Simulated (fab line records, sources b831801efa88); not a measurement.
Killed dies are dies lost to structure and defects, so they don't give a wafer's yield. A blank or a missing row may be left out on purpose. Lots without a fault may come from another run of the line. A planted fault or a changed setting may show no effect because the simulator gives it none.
Which tool did it? | flow sky130 | 11 lots, 33 wafers sampled, at 6 steps of a route of 708

WHAT THE GAUGES READ, wafer by wafer
SKY_SD_N_CD_MEAS_07: target cd 380 nm. Usual: cd_nm 380.8 nm, standard deviation 2.
lot  | measured     | on        | cd_nm (nm)        | flag
L683 | day 28 09:28 | cd_sem-01 | 374.8 377.0 377.8 |
L684 | day 28 18:38 | cd_sem-02 | 384.3 381.6 382.3 |
L685 | day 29 09:16 | cd_sem-01 | 435.9 434.2 434.8 | OFF
L686 | day 29 14:41 | cd_sem-02 | 434.6 432.3 430.2 | OFF
L687 | day 30 05:01 | cd_sem-01 | 380.7 382.0 377.6 |
L688 | day 30 07:41 | cd_sem-01 | 382.7 384.1 382.3 |
L689 | day 30 14:55 | cd_sem-01 | 415.9 413.3 411.1 | OFF
L696 | day 33 02:03 | cd_sem-02 | 378.9 378.4 378.3 |
L700 | day 34 07:58 | cd_sem-01 | 383.4 381.8 383.1 |
L702 | day 34 20:11 | cd_sem-01 | 382.2 381.4 382.1 |
L703 | day 35 03:02 | cd_sem-02 | 379.5 380.3 377.9 |

SKY_VIA2_THK_MEAS_01. Usual: VIA2_HDPCVD_THK 1176 nm, standard deviation 11.
lot  | measured     | on            | VIA2_HDPCVD_THK (nm) | flag
L683 | day 35 14:24 | film_metro-04 | 1183 1183 1195       |
L684 | day 36 00:14 | film_metro-01 | 1167 1180 1189       |
L685 | day 36 14:33 | film_metro-04 | 1170 1175 1171       |
L686 | day 36 17:17 | film_metro-03 | 1182 1180 1168       |
L687 | day 37 08:40 | film_metro-04 | 1167 1176 1183       |
L688 | day 37 10:46 | film_metro-03 | 1173 1181 1172       |
L689 | day 37 15:42 | film_metro-03 | 1188 1181 1201       |
L696 | day 40 00:50 | film_metro-04 | 1172 1173 1170       |
L700 | day 41 02:57 | film_metro-03 | 1173 1193 1173       |
L702 | day 41 14:25 | film_metro-04 | 1185 1184 1173       |
L703 | day 41 19:38 | film_metro-04 | 1179 1170 1174       |

WHICH TOOL RAN EACH LOT (tool, then ch and the chambers of the sampled wafers, then the start)
lot  | SKY_SD_N_COAT_02                  | SKY_SD_N_STRIP_11                    | SKY_METAL1_SPUTTER_02        | SKY_VIA1_ETCH_14
L683 | litho_track-03 ch 0, day 27 18:43 | plasma_asher-04 ch 0,1, day 28 09:53 | pvd_sputter-01, day 32 02:16 | rie_diel-01 ch 1,2,3, day 34 09:56
L684 | litho_track-03 ch 0, day 28 04:14 | plasma_asher-02 ch 0,1, day 28 19:06 | pvd_sputter-03, day 32 11:52 | rie_diel-04 ch 1,3, day 34 19:27
L685 | litho_track-03 ch 0, day 28 18:16 | plasma_asher-01 ch 0,1, day 29 09:41 | pvd_sputter-03, day 33 02:18 | rie_diel-02 ch 1,2, day 35 09:48
L686 | litho_track-03 ch 0, day 29 00:29 | plasma_asher-04 ch 0,1, day 29 15:09 | pvd_sputter-01, day 33 05:37 | rie_diel-04 ch 0,2, day 35 12:47
L687 | litho_track-02 ch 0, day 29 14:58 | plasma_asher-01 ch 0,1, day 30 05:26 | pvd_sputter-04, day 33 20:33 | rie_diel-01 ch 0,2, day 36 03:41
L688 | litho_track-01 ch 0, day 29 17:47 | plasma_asher-04 ch 0,1, day 30 08:09 | pvd_sputter-04, day 33 23:46 | rie_diel-04 ch 0,1,3, day 36 06:53
L689 | litho_track-03 ch 0, day 30 00:10 | plasma_asher-01 ch 0, day 30 15:21   | pvd_sputter-03, day 34 06:20 | rie_diel-02 ch 1,2,3, day 36 11:39
L696 | litho_track-03 ch 0, day 32 12:16 | plasma_asher-02 ch 0,1, day 33 02:29 | pvd_sputter-04, day 36 16:11 | rie_diel-01 ch 0,2,3, day 38 21:24
L700 | litho_track-03 ch 0, day 33 18:31 | plasma_asher-04 ch 0,1, day 34 08:24 | pvd_sputter-01, day 37 21:08 | rie_diel-04 ch 0,2,3, day 40 00:11
L702 | litho_track-03 ch 0, day 34 07:02 | plasma_asher-04 ch 0,1, day 34 20:39 | pvd_sputter-01, day 38 08:32 | rie_diel-04 ch 0,2, day 40 11:51
L703 | litho_track-03 ch 0, day 34 13:02 | plasma_asher-02 ch 0,1, day 35 03:29 | pvd_sputter-04, day 38 14:22 | rie_diel-01 ch 1,2, day 40 17:14
- SKY_SD_N_COAT_02: resist thk 1140 nm.
- SKY_SD_N_STRIP_11: strips in O2/N2.
- SKY_METAL1_SPUTTER_02: material AlCu, target thk 250 nm, time 13.3 s.
- SKY_VIA1_ETCH_14: etches BARC in N2/H2, stops on SiO2, time 45.9 s, target depth 60 nm.

WHAT THE TOOLS THEMSELVES READ (means of the sampled wafers that have a number; where no wafer has one, the mark that the record gives instead)
SKY_SD_N_COAT_02. Usual: dispense_pressure_kPa 48.5 kPa, standard deviation 0.78.
lot  | tool           | dispense_pressure_kPa (kPa) | flag
L683 | litho_track-03 | 48.2                        |
L684 | litho_track-03 | 48.3                        |
L685 | litho_track-03 | 48.3                        |
L686 | litho_track-03 | 48.3                        |
L687 | litho_track-02 | 48.0                        |
L688 | litho_track-01 | 50.6                        |
L689 | litho_track-03 | 48.3                        |
L696 | litho_track-03 | 48.3                        |
L700 | litho_track-03 | 48.3                        |
L702 | litho_track-03 | 48.2                        |
L703 | litho_track-03 | 48.2                        |

SKY_SD_N_STRIP_11. Usual: drypump_motor_current_A 5.44 A, standard deviation 0.27; oes_product_au 0.528 a.u., standard deviation 0.0048; strip_time_to_endpoint_s 22.57 s, standard deviation 0.046.
lot  | tool            | drypump_motor_current_A (A) | oes_product_au (a.u.) | strip_time_to_endpoint_s (s) | flag
L683 | plasma_asher-04 | 5.28                        | 0.529                 | 22.63                        |
L684 | plasma_asher-02 | 5.57                        | 0.529                 | 22.63                        |
L685 | plasma_asher-01 | 5.83                        | 0.468                 | 17.50                        | OFF
L686 | plasma_asher-04 | 5.29                        | 0.473                 | 17.47                        | OFF
L687 | plasma_asher-01 | 5.79                        | 0.524                 | 22.54                        |
L688 | plasma_asher-04 | 5.30                        | 0.527                 | 22.56                        |
L689 | plasma_asher-01 | 5.74                        | 0.470                 | 17.48                        | OFF
L696 | plasma_asher-02 | 5.55                        | 0.523                 | 22.58                        |
L700 | plasma_asher-04 | 5.30                        | 0.530                 | 22.65                        |
L702 | plasma_asher-04 | 5.26                        | 0.522                 | 22.50                        |
L703 | plasma_asher-02 | 5.56                        | 0.526                 | 22.53                        |

SKY_METAL1_SPUTTER_02. Usual: throttle_valve_pct 30.2 %, standard deviation 0.84.
lot  | tool           | throttle_valve_pct (%) | flag
L683 | pvd_sputter-01 | 29.5                   |
L684 | pvd_sputter-03 | 30.6                   |
L685 | pvd_sputter-03 | 29.7                   |
L686 | pvd_sputter-01 | 30.9                   |
L687 | pvd_sputter-04 | 30.5                   |
L688 | pvd_sputter-04 | 30.1                   |
L689 | pvd_sputter-03 | 30.1                   |
L696 | pvd_sputter-04 | 30.5                   |
L700 | pvd_sputter-01 | 29.6                   |
L702 | pvd_sputter-01 | 31.6                   |
L703 | pvd_sputter-04 | 30.4                   |

SKY_VIA1_ETCH_14. Usual: drypump_motor_current_A 6.0 A, standard deviation 0.53; oes_product_au 0.854 a.u., standard deviation 0.0045; rf_fwd_power_W 495.0 W, standard deviation 1.9; throttle_valve_pct 13.225 %, standard deviation 0.0082.
lot  | tool        | drypump_motor_current_A (A) | oes_product_au (a.u.) | rf_fwd_power_W (W) | throttle_valve_pct (%) | flag
L683 | rie_diel-01 | 6.3                         | 0.853                 | 494.4              | 13.229                 |
L684 | rie_diel-04 | 6.1                         | 0.851                 | 496.7              | 13.230                 |
L685 | rie_diel-02 | 5.8                         | 0.853                 | 497.3              | 13.229                 |
L686 | rie_diel-04 | 6.1                         | 0.852                 | 492.5              | 13.218                 |
L687 | rie_diel-01 | 5.7                         | 0.852                 | 494.2              | 13.223                 |
L688 | rie_diel-04 | 5.9                         | 0.853                 | 495.4              | 13.226                 |
L689 | rie_diel-02 | 5.6                         | 0.854                 | 495.5              | 13.230                 |
L696 | rie_diel-01 | 5.8                         | 0.855                 | 494.2              | 13.222                 |
L700 | rie_diel-04 | 5.8                         | 0.859                 | 495.2              | 13.225                 |
L702 | rie_diel-04 | 6.2                         | 0.858                 | 495.2              | 13.224                 |
L703 | rie_diel-01 | 6.5                         | 0.856                 | 495.7              | 13.217                 |

THE ANSWER, worked out from the rows above alone
Rule: a lot is off if the mean of its wafers that have a number lies more than 3 standard deviations from the usual mean. A lot without any number at a reading at which 4 lots or more have one is off too. The other lots that the step has rows for count as sound. The gauges are gone through in route order, then the tools' own readings, and for those a lot's mean is taken as printed above. The first step at which some lot is off is used, and at that step the reading that is off furthest; a lot without a number counts as furthest.
Off: L685, L686, L689, at SKY_SD_N_CD_MEAS_07 (cd_nm).
A tool fits if, at a process step before that reading, it ran every lot that is off, and no sound lot after the first of them. The gauges at SKY_SD_N_CD_MEAS_07 aren't tried: what is off there is off at SKY_SD_N_STRIP_11 too, on other tools, and a gauge's error can't cause that. None of those tried fits.

WHAT THE SIMULATOR HAD PUT IN
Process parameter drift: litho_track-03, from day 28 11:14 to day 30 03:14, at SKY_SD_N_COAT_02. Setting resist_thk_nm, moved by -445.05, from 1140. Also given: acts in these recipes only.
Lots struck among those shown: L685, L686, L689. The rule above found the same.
